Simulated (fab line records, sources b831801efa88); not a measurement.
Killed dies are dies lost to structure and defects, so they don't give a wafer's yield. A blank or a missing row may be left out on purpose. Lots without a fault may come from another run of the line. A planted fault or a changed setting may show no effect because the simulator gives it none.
Which tool did it? | flow sky130 | 6 lots, 18 wafers sampled, at 2 steps of a route of 708

WHAT THE GAUGES READ, wafer by wafer
SKY_METAL4_OVL_MEAS_14.
lot  | measured     | on         | METAL4_OVL (nm)
L987 | day 42 03:16 | overlay-02 | -6 -4 -10
L988 | day 43 06:10 | overlay-01 | -9 -3 -13
L992 | day 44 02:29 | overlay-02 | 4 14 5
L994 | day 44 11:30 | overlay-02 | 2 6 -7
L103 | day 46 13:42 | overlay-01 | -9 -9 -9
L107 | day 47 22:18 | overlay-02 | -1 2 4

WHICH TOOL RAN EACH LOT (tool, then ch and the chambers of the sampled wafers, then the start)
lot  | SKY_POLY_CUT_ETCH_11
L987 | rie_diel-01 ch 2,3, day 24 16:54
L988 | rie_diel-03 ch 0,2,3, day 26 02:06
L992 | rie_diel-03 ch 0,3, day 27 01:40
L994 | rie_diel-03 ch 0,2,3, day 27 14:12
L103 | rie_diel-03 ch 0,1,3, day 30 10:03
L107 | rie_diel-01 ch 0,3, day 32 08:09
- SKY_POLY_CUT_ETCH_11: etches Si3N4 in CF4/CH2F2/Ar, stops on poly-Si, time 42.5 s, target depth 60 nm.

THE ANSWER, worked out from the rows above alone
Rule: what is usual is taken from the lots themselves. Put in order of their means at a reading, lots are off if they are a third of the lots or fewer, leave a main group of 4 or more, and stand apart from it by a gap of 3 or more times the standard deviation of the main group's means; of several such gaps the widest counts. A main group whose means are all the same, to the digits that the tables above print for the reading, isn't used. A lot without any number at a reading at which 4 lots or more have one is off too. The other lots that the step has rows for count as sound.
No lot is off at any reading shown: from this, nothing can be told.

WHAT THE SIMULATOR HAD PUT IN
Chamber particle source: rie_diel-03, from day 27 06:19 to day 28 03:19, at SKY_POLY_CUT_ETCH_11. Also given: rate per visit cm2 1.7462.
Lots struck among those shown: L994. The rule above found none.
